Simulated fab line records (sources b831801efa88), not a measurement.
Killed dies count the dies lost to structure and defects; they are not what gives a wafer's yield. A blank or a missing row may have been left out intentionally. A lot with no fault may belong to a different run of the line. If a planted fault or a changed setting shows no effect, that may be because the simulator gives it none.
fab line records    flow sky130
record lots=12  wafers=36  lastDay=50
route steps=708 shown VIA4@656 METAL5@665 PASSIVATION@683 PAD_OPEN@708
lots that met no fault: taken from a fault-free run of the same line
startH: start of the lot's first displayed wafer, in hours after the record's first day    waitH: hours since the lot's step before    " as in the row above    L1.1+2: several wafers, shown together as one row    - value missing, or start not given    * or withheld: withheld    < > ~ a bound
route shown NAME@n: names a module that has steps shown in the file, with the first one's number in the route    usual: average and standard deviation across the fault-free wafers    same: alike in all rows    chamber/n: place in a boat    sites: the reading at each site    _std_site: the values' standard deviation    _edge_site: inner sites' mean taken away from outer sites' mean    radiusMm: how far each site lies from the wafer's centre    mask NAME#n: copy n    behind: the last tool/chamber to shape the wafer    hold: what put the lot on hold/how long, in hours/how the hold closed    device: the transistor (n, p or np) that didn't switch    end of line: the same wafers' tests at the end of the route    a step without rows: its recipe alone    killed: dies lost to structure and defects at the first sort, not the wafer's yield    map: per-die view of a wafer (x killed, . not killed, _ where there is no die)
set.NAME: the setting as run; set.NAME@STEP: as run at that earlier step    model.NAME: the simulator's own value behind a step, which no gauge read
route steps across a sampled set of lots; one table per step, one row per wafer
services: when a tool's chamber went out of use (startH, in hours from the record's first day, below 0 if earlier), for how many hours, and the reason
## steps
# step SKY_VIA4_SPUTTER_17
# recipe material=TiN  targetThkNm=20  chamberPressurePa=5  powerW=4000  timeS=80
# usual cathodeDcPowerW=4000.0/0.77  throttleValvePct=29.8/1.5
lot.wafer  tool           chamber  startH   waitH  cathodeDcPowerW  throttleValvePct
L216.1     pvdSputter-04  -        1017.87  0.0    3999.3           27.8
L216.2     "              -        "        "      3999.1           30.2
L216.4     "              -        "        "      3999.9           30.3
L217.4     pvdSputter-01  -        1021.07  0.0    4000.3           29.9
L217.5     "              -        "        "      3998.9           31.7
L217.6     "              -        "        "      3997.7           29.0
L218.4     pvdSputter-03  -        1027.74  0.0    4001.1           29.8
L218.5     "              -        "        "      3999.2           31.0
L218.6     "              -        "        "      4001.0           30.0
L222.1     pvdSputter-03  -        1056.59  0.0    4000.6           29.6
L222.4     "              -        "        "      4000.5           31.2
L222.5     "              -        "        "      3999.4           26.3
L223.1     pvdSputter-04  -        1077.92  0.0    4000.2           27.8
L223.2     "              -        "        "      4000.4           30.3
L223.4     "              -        "        "      3999.5           29.9
L224.1     pvdSputter-03  -        1080.46  0.0    4000.2           26.0
L224.2     "              -        "        "      4000.3           30.4
L224.4     "              -        "        "      4000.4           30.8
L227.4     pvdSputter-01  -        1088.58  0.0    3998.9           31.9
L227.5     "              -        "        "      3999.3           31.0
L227.6     "              -        "        "      4000.5           31.7
L226.2     pvdSputter-03  -        1090.71  0.0    4000.2           26.2
L226.4     "              -        "        "      3998.9           30.8
L226.6     "              -        "        "      4000.3           30.0
L228.2     pvdSputter-01  -        1093.83  0.0    4000.4           30.9
L228.3     "              -        "        "      4000.9           31.9
L228.4     "              -        "        "      4000.3           29.0
L229.1     pvdSputter-03  -        1098.94  0.0    4000.0           29.8
L229.3     "              -        "        "      3999.5           26.2
L229.4     "              -        "        "      4000.2           30.5
L232.1     pvdSputter-04  -        1119.72  0.0    4000.1           28.0
L232.3     "              -        "        "      4000.6           30.5
L232.6     "              -        "        "      4001.2           30.1
L236.1     pvdSputter-03  -        1137.54  0.0    3999.9           30.4
L236.5     "              -        "        "      4001.1           30.0
L236.6     "              -        "        "      3998.6           31.4
# step SKY_METAL5_SPUTTER_04
# recipe material=TiN  targetThkNm=70  powerW=6500  timeS=58.3  chamberPressurePa=0.4
# usual cathodeDcPowerW=6500.0/1.1  throttleValvePct=30.1/1.3
lot.wafer  tool           chamber  startH   waitH  cathodeDcPowerW  throttleValvePct
L216.1     pvdSputter-01  -        1018.82  0.0    6501.9           31.7
L216.2     "              -        "        "      6500.6           28.9
L216.4     "              -        "        "      6499.0           29.7
L217.4     pvdSputter-02  -        1021.88  0.0    6499.3           30.5
L217.5     "              -        "        "      6500.6           30.8
L217.6     "              -        "        "      6500.4           29.3
L218.4     pvdSputter-02  -        1028.59  0.0    6499.1           29.7
L218.5     "              -        "        "      6500.1           30.8
L218.6     "              -        "        "      6499.4           30.0
L222.1     pvdSputter-01  -        1057.40  0.0    6499.2           29.7
L222.4     "              -        "        "      6499.0           31.1
L222.5     "              -        "        "      6500.5           30.7
L223.1     pvdSputter-01  -        1078.73  0.0    6500.9           32.0
L223.2     "              -        "        "      6500.3           31.2
L223.4     "              -        "        "      6497.1           29.8
L224.1     pvdSputter-02  -        1081.61  0.0    6499.4           29.3
L224.2     "              -        "        "      6496.7           30.6
L224.4     "              -        "        "      6500.3           29.9
L227.4     pvdSputter-02  -        1091.22  0.0    6167.9           30.5
L227.5     "              -        "        "      6166.4           29.4
L227.6     "              -        "        "      6166.8           31.1
L226.2     pvdSputter-02  -        1092.09  0.0    6166.9           30.9
L226.4     "              -        "        "      6164.2           31.2
L226.6     "              -        "        "      6165.6           30.8
L228.2     pvdSputter-01  -        1094.64  0.0    6498.2           31.7
L228.3     "              -        "        "      6499.9           29.1
L228.4     "              -        "        "      6501.0           29.8
L229.1     pvdSputter-02  -        1099.75  0.0    6165.8           30.5
L229.3     "              -        "        "      6166.6           29.4
L229.4     "              -        "        "      6166.2           30.8
L232.1     pvdSputter-01  -        1120.68  0.0    6500.7           31.6
L232.3     "              -        "        "      6501.4           29.2
L232.6     "              -        "        "      6499.2           31.1
L236.1     pvdSputter-01  -        1138.35  0.0    6500.8           29.0
L236.5     "              -        "        "      6501.8           29.1
L236.6     "              -        "        "      6500.2           32.1
# step SKY_METAL5_THK_MEAS_06
# recipe thkMeasGauge=xrf  reads=AlCu_of_METAL5_SPUTTER_02
# usual METAL5_ALCU_THK=1148/16
lot.wafer  tool          chamber  startH   waitH  METAL5_ALCU_THK[nm]
L216.1     filmMetro-02  -        1018.99  0.1    1132
L216.2     "             -        "        "      1120
L216.4     "             -        "        "      1151
L217.4     filmMetro-02  -        1022.08  0.1    1143
L217.5     "             -        "        "      1142
L217.6     "             -        "        "      1122
L218.4     filmMetro-01  -        1028.79  0.1    1145
L218.5     "             -        "        "      1154
L218.6     "             -        "        "      1133
L222.1     filmMetro-01  -        1057.57  0.1    1187
L222.4     "             -        "        "      1152
L222.5     "             -        "        "      1156
L223.1     filmMetro-01  -        1078.90  0.1    1141
L223.2     "             -        "        "      1126
L223.4     "             -        "        "      1154
L224.1     filmMetro-01  -        1081.78  0.1    1129
L224.2     "             -        "        "      1140
L224.4     "             -        "        "      1147
L227.4     filmMetro-04  -        1091.39  0.1    1158
L227.5     "             -        "        "      1129
L227.6     "             -        "        "      1162
L226.2     filmMetro-02  -        1092.27  0.1    1184
L226.4     "             -        "        "      1168
L226.6     "             -        "        "      1167
L228.2     filmMetro-04  -        1094.82  0.1    1143
L228.3     "             -        "        "      1137
L228.4     "             -        "        "      1162
L229.1     filmMetro-04  -        1099.92  0.1    1183
L229.3     "             -        "        "      1151
L229.4     "             -        "        "      1169
L232.1     filmMetro-01  -        1120.85  0.1    1160
L232.3     "             -        "        "      1145
L232.6     "             -        "        "      1147
L236.1     filmMetro-02  -        1138.52  0.1    1129
L236.5     "             -        "        "      1131
L236.6     "             -        "        "      1145
# step SKY_PASSIVATION_CVD_02
# recipe material=Si3N4  targetThkNm=540  tempC=400  timeS=withheld  rfW=450
# usual heaterPowerW=670/87
lot.wafer  tool      chamber  startH   waitH  heaterPowerW
L216.1     pecvd-02  0        1042.52  0.1    703
L216.2     "         2        "        "      669
L216.4     "         2        "        "      688
L217.4     pecvd-04  2        1045.32  0.1    724
L217.5     "         1        "        "      661
L217.6     "         0        "        "      632
L218.4     pecvd-01  0        1052.24  0.1    587
L218.5     "         2        "        "      656
L218.6     "         1        "        "      706
L222.1     pecvd-04  2        1078.88  0.1    861
L222.4     "         1        "        "      698
L222.5     "         0        "        "      648
L223.1     pecvd-04  1        1097.35  0.1    679
L223.2     "         0        "        "      636
L223.4     "         2        "        "      792
L224.1     pecvd-04  2        1102.11  0.1    865
L224.2     "         1        "        "      577
L224.4     "         2        "        "      701
L227.4     pecvd-04  2        1112.08  0.1    856
L227.5     "         1        "        "      585
L227.6     "         0        "        "      603
L226.2     pecvd-02  2        1113.46  0.0    716
L226.4     "         1        "        "      788
L226.6     "         2        "        "      745
L228.2     pecvd-01  1        1115.60  0.0    655
L228.3     "         2        "        "      616
L228.4     "         1        "        "      667
L229.1     pecvd-02  1        1120.22  0.1    841
L229.3     "         0        "        "      659
L229.4     "         2        "        "      747
L232.1     pecvd-04  2        1140.22  0.1    855
L232.3     "         1        "        "      719
L232.6     "         2        "        "      690
L236.1     pecvd-02  0        1157.33  0.1    590
L236.5     "         1        "        "      681
L236.6     "         0        "        "      629
# step SKY_PAD_OPEN_PROBE_99
# usual defectLimitedYield=82.2/1.8  killed_at_M0_to_M3=43/6.6  killed_at_M4_up=3.2/1.9  killedAtContacts=25/5.3  killedAtFrontEnd=16/4.5  killedAtOther=0.3/0.63  killedDies=87/8.9  killedOpen=48/7.9  killedShort=39/5.3  sort_bin_3_pad_short=0.8/0.38  sort_bin_5_function=10.5/1.5  sort_bin_6_memory=6.4/1.2  sortNPass=405/8.9  sortYieldPct=82.2/1.8
# same grossDies=492  killedAtBackSide=0  sort_bin_4_leakage[%]=0  sort_bin_8_speed[%]=0
lot.wafer  tool       chamber  startH   waitH  defectLimitedYield[%]  killed_at_M0_to_M3  killed_at_M4_up  killedAtContacts  killedAtFrontEnd  killedAtOther  killedDies  killedOpen  killedShort  sort_bin_3_pad_short[%]  sort_bin_5_function[%]  sort_bin_6_memory[%]  sortNPass  sortYieldPct[%]
L216.1     prober-01  -        1087.99  0.1    81.9                   29                  5                24                31                0              89          45          43           1.8                      10.0                    6.3                   403        81.9
L216.2     prober-01  -        1088.04  0.1    81.1                   38                  3                31                21                0              93          60          33           1.0                      11.0                    6.9                   399        81.1
L216.4     prober-01  -        1088.14  0.2    81.3                   43                  0                33                16                0              92          58          32           0.2                      11.0                    7.5                   400        81.3
L217.4     prober-02  -        1089.39  0.2    83.3                   33                  1                27                21                0              82          41          40           1.0                      10.2                    5.5                   410        83.3
L217.5     prober-02  -        1089.44  0.2    82.3                   41                  2                27                17                0              87          54          33           0.8                      11.4                    5.5                   405        82.3
L217.6     prober-02  -        1089.49  0.2    83.3                   36                  4                23                19                0              82          43          39           1.0                      11.0                    4.7                   410        83.3
L218.4     prober-01  -        1096.04  0.2    85.0                   29                  4                22                18                1              74          41          32           0.6                      9.1                     5.3                   418        85.0
L218.5     prober-01  -        1096.09  0.2    80.9                   49                  4                21                18                2              94          54          38           0.2                      11.6                    7.3                   398        80.9
L218.6     prober-01  -        1096.14  0.2    83.3                   34                  2                31                15                0              82          42          38           0.4                      9.3                     6.9                   410        83.3
L222.1     prober-01  -        1119.24  0.1    82.9                   40                  5                22                16                1              84          47          37           1.2                      9.8                     6.1                   408        82.9
L222.4     prober-01  -        1119.39  0.2    82.9                   42                  5                21                15                1              84          47          37           1.0                      10.6                    5.5                   408        82.9
L222.5     prober-01  -        1119.44  0.2    84.1                   42                  3                17                16                0              78          46          32           0.8                      9.1                     5.9                   414        84.1
L223.1     prober-02  -        1139.50  0.1    83.5                   39                  3                22                17                0              81          35          46           1.6                      10.8                    4.1                   411        83.5
L223.2     prober-02  -        1139.55  0.1    84.3                   44                  3                18                12                0              77          43          34           1.0                      8.9                     5.7                   415        84.3
L223.4     prober-02  -        1139.65  0.2    81.7                   48                  3                22                17                0              90          55          35           0.6                      10.0                    7.7                   402        81.7
L227.4     prober-01  -        1153.40  0.2    80.7                   52                  1                22                20                0              95          60          35           0.4                      13.2                    5.7                   397        80.7
L227.5     prober-01  -        1153.45  0.2    83.3                   41                  4                18                17                2              82          36          43           0.6                      11.4                    4.7                   410        83.3
L227.6     prober-01  -        1153.50  0.2    82.7                   47                  1                20                17                0              85          45          39           0.2                      11.2                    5.9                   407        82.7
L226.2     prober-02  -        1154.15  0.1    88.4                   32                  3                8                 13                1              57          26          30           0.2                      7.1                     4.3                   435        88.4
L226.4     prober-02  -        1154.25  0.2    81.9                   48                  4                17                20                0              89          52          37           0.4                      11.4                    6.3                   403        81.9
L226.6     prober-02  -        1154.35  0.2    82.1                   53                  0                19                16                0              88          54          34           1.0                      9.8                     7.1                   404        82.1
L236.1     prober-01  -        1193.00  0.1    81.7                   49                  2                24                15                0              90          48          42           0.6                      12.2                    5.5                   402        81.7
L236.5     prober-01  -        1193.20  0.2    81.9                   38                  4                32                15                0              89          39          50           1.2                      11.2                    5.7                   403        81.9
L236.6     prober-01  -        1193.25  0.2    79.7                   50                  5                22                23                0              100         50          50           1.2                      11.8                    7.3                   392        79.7
# killed by level:class
L216.1 CONTACT:geometricParticle:open=13 FIELD_ISO:geometricParticle:short=9 POLY_GATE:geometricParticle:open=8 FIELD_ISO:geometricParticle:open=6 POLY_GATE:geometricParticle:short=6 LOCAL_INTERCONNECT:geometricParticle:short=6 VIA1:geometricParticle:open=6 METAL2:geometricParticle:short=6
L216.2 CONTACT:geometricParticle:open=14 VIA3:geometricParticle:open=11 FIELD_ISO:geometricParticle:open=8 LI_CONTACT:geometricParticle:open=8 VIA2:geometricParticle:open=7 FIELD_ISO:geometricParticle:short=5 CONTACT:geometricParticle:short=5 LOCAL_INTERCONNECT:geometricParticle:short=4
L216.4 CONTACT:geometricParticle:open=14 VIA1:geometricParticle:open=10 VIA2:geometricParticle:short=7 FIELD_ISO:geometricParticle:open=6 LI_CONTACT:geometricParticle:open=6 CONTACT:geometricParticle:short=6 VIA3:geometricParticle:open=6 VIA2:geometricParticle:open=6
L217.4 CONTACT:geometricParticle:open=12 VIA2:geometricParticle:open=9 FIELD_ISO:geometricParticle:short=8 CONTACT:geometricParticle:short=6 VIA1:geometricParticle:open=5 POLY_GATE:geometricParticle:short=4 LOCAL_INTERCONNECT:geometricParticle:short=4 METAL2:geometricParticle:short=4
L217.5 CONTACT:geometricParticle:open=14 METAL2:geometricParticle:short=7 VIA3:geometricParticle:open=7 VIA2:geometricParticle:open=6 VIA1:geometricParticle:open=6 FIELD_ISO:geometricParticle:open=4 LI_CONTACT:geometricParticle:open=4 FIELD_ISO:geometricParticle:short=3
L217.6 LI_CONTACT:geometricParticle:open=8 VIA1:geometricParticle:open=8 FIELD_ISO:geometricParticle:open=6 VIA1:geometricParticle:short=6 METAL3:geometricParticle:short=6 POLY_GATE:geometricParticle:short=5 CONTACT:geometricParticle:open=5 VIA2:geometricParticle:open=5
L218.4 FIELD_ISO:geometricParticle:short=8 LI_CONTACT:geometricParticle:open=8 VIA1:geometricParticle:short=6 VIA1:geometricParticle:open=6 VIA3:geometricParticle:open=5 CONTACT:geometricParticle:short=5 CONTACT:geometricParticle:open=5 METAL2:geometricParticle:short=3
L218.5 VIA1:geometricParticle:open=13 VIA1:geometricParticle:short=9 VIA2:geometricParticle:open=9 FIELD_ISO:geometricParticle:open=8 LOCAL_INTERCONNECT:geometricParticle:short=7 CONTACT:geometricParticle:open=7 VIA3:geometricParticle:open=7 METAL1:geometricParticle:short=6
L218.6 CONTACT:geometricParticle:open=11 LI_CONTACT:geometricParticle:open=8 VIA3:geometricParticle:open=7 CONTACT:geometricParticle:short=6 FIELD_ISO:geometricParticle:short=4 VIA1:geometricParticle:open=4 POLY_GATE:geometricParticle:short=4 METAL1:geometricParticle:short=4
L222.1 VIA1:geometricParticle:open=9 CONTACT:geometricParticle:open=8 VIA3:geometricParticle:open=7 LI_CONTACT:geometricParticle:open=6 METAL1:geometricParticle:short=5 VIA2:geometricParticle:open=5 FIELD_ISO:geometricParticle:short=4 FIELD_ISO:geometricParticle:open=3
L222.4 VIA1:geometricParticle:open=8 CONTACT:geometricParticle:open=8 VIA3:geometricParticle:open=7 VIA2:geometricParticle:open=6 LI_CONTACT:geometricParticle:open=5 LOCAL_INTERCONNECT:geometricParticle:short=4 METAL1:geometricParticle:short=4 VIA3:geometricParticle:short=4
L222.5 VIA2:geometricParticle:open=11 CONTACT:geometricParticle:open=10 METAL1:geometricParticle:short=7 VIA1:geometricParticle:open=6 POLY_GATE:geometricParticle:short=5 POLY_GATE:geometricParticle:open=4 VIA1:geometricParticle:short=4 VIA3:geometricParticle:open=4
L223.1 VIA1:geometricParticle:open=8 FIELD_ISO:geometricParticle:short=6 VIA1:geometricParticle:short=6 LOCAL_INTERCONNECT:geometricParticle:short=5 CONTACT:geometricParticle:short=5 METAL1:geometricParticle:short=5 VIA3:geometricParticle:open=5 LI_CONTACT:geometricParticle:open=4
L223.2 VIA3:geometricParticle:open=12 CONTACT:geometricParticle:open=7 METAL1:geometricParticle:short=7 VIA2:geometricParticle:open=6 VIA1:geometricParticle:short=6 VIA1:geometricParticle:open=5 FIELD_ISO:geometricParticle:open=4 LI_CONTACT:geometricParticle:open=4
L223.4 VIA3:geometricParticle:open=14 VIA1:geometricParticle:open=10 LI_CONTACT:geometricParticle:open=8 METAL1:geometricParticle:short=7 VIA1:geometricParticle:short=7 POLY_GATE:geometricParticle:open=6 CONTACT:geometricParticle:open=6 CONTACT:geometricParticle:short=4
L227.4 VIA1:geometricParticle:open=19 CONTACT:geometricParticle:open=10 POLY_GATE:geometricParticle:short=7 VIA2:geometricParticle:open=7 FIELD_ISO:geometricParticle:open=6 LI_CONTACT:geometricParticle:open=6 VIA1:geometricParticle:short=5 CONTACT:geometricParticle:short=4
L227.5 VIA1:geometricParticle:open=8 METAL1:geometricParticle:short=6 VIA1:geometricParticle:short=6 VIA2:geometricParticle:open=6 POLY_GATE:geometricParticle:short=5 LI_CONTACT:geometricParticle:short=5 FIELD_ISO:geometricParticle:open=4 LI_CONTACT:geometricParticle:open=4
L227.6 VIA1:geometricParticle:open=12 VIA3:geometricParticle:open=7 VIA1:geometricParticle:short=6 POLY_GATE:geometricParticle:short=5 CONTACT:geometricParticle:open=5 FIELD_ISO:geometricParticle:open=4 VIA2:geometricParticle:open=4 LI_CONTACT:geometricParticle:open=4
L226.2 VIA1:geometricParticle:open=8 METAL1:geometricParticle:short=4 METAL2:geometricParticle:short=4 VIA2:geometricParticle:open=4 VIA3:geometricParticle:open=4 SONOS_ONO:geometricParticle:short=3 LI_CONTACT:geometricParticle:open=3 CONTACT:geometricParticle:short=3
L226.4 VIA1:geometricParticle:open=13 VIA2:geometricParticle:open=8 LI_CONTACT:geometricParticle:open=7 CONTACT:geometricParticle:open=7 METAL2:geometricParticle:short=5 FIELD_ISO:geometricParticle:open=4 SPACER:geometricParticle:short=4 VIA1:geometricParticle:short=4
L226.6 VIA3:geometricParticle:open=12 VIA1:geometricParticle:open=12 CONTACT:geometricParticle:open=8 POLY_GATE:geometricParticle:open=7 VIA1:geometricParticle:short=6 CONTACT:geometricParticle:short=5 METAL1:geometricParticle:short=4 METAL2:geometricParticle:short=4
L236.1 CONTACT:geometricParticle:open=11 VIA1:geometricParticle:open=11 VIA1:geometricParticle:short=7 LI_CONTACT:geometricParticle:open=6 VIA2:geometricParticle:open=6 VIA2:geometricParticle:short=6 VIA3:geometricParticle:open=6 POLY_GATE:geometricParticle:short=5
L236.5 CONTACT:geometricParticle:open=10 CONTACT:geometricParticle:short=10 VIA1:geometricParticle:open=9 METAL2:geometricParticle:short=6 FIELD_ISO:geometricParticle:short=5 POLY_GATE:geometricParticle:short=5 LI_CONTACT:geometricParticle:open=5 VIA1:geometricParticle:short=5
L236.6 CONTACT:geometricParticle:open=10 VIA1:geometricParticle:short=8 METAL2:geometricParticle:short=7 FIELD_ISO:geometricParticle:open=7 VIA3:geometricParticle:open=7 VIA1:geometricParticle:open=6 FIELD_ISO:geometricParticle:short=5 POLY_GATE:geometricParticle:open=5
## services
tool           chamber  startH   hours  kind
pvdSputter-01  -        997.86   2.1    repair
pvdSputter-02  -        1005.55  2.5    repair
pecvd-04       2        1010.44  5.5    scheduledDown
pecvd-02       0        1013.06  4.4    repair
pvdSputter-04  -        1029.51  2.6    repair
pecvd-02       -        1077.97  1.9    repair
pecvd-04       -        1079.74  0.7    repair
pvdSputter-01  -        1079.96  1.0    repair
pvdSputter-02  -        1117.88  4.6    repair
pvdSputter-03  -        1123.36  2.6    repair
pvdSputter-03  -        1137.95  2.4    repair
pecvd-02       1        1144.16  5.5    scheduledDown
pecvd-04       -        1145.16  2.8    pm
pvdSputter-04  -        1148.93  2.7    repair
## key
firstSign step=SKY_METAL5_SPUTTER_04  reading=cathodeDcPowerW  direction=down  sigmas=99+  usual=6500.0  struck=6166.3
effect none on later readings
metAt SKY_METAL5_SPUTTER_04
struckLots L226,L227,L229
notActingAt SKY_VIA4_SPUTTER_17,SKY_METAL5_THK_MEAS_06,SKY_PASSIVATION_CVD_02
onsetBetween 1081.61 1091.22
fault kind=processParameterDrift  tool=pvdSputter-02  chamber=-  onsetH=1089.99  steps=SKY_METAL5_SPUTTER_04  channel=powerW  offset=*  shape=step  endH=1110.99  actsIn=*  stated=*
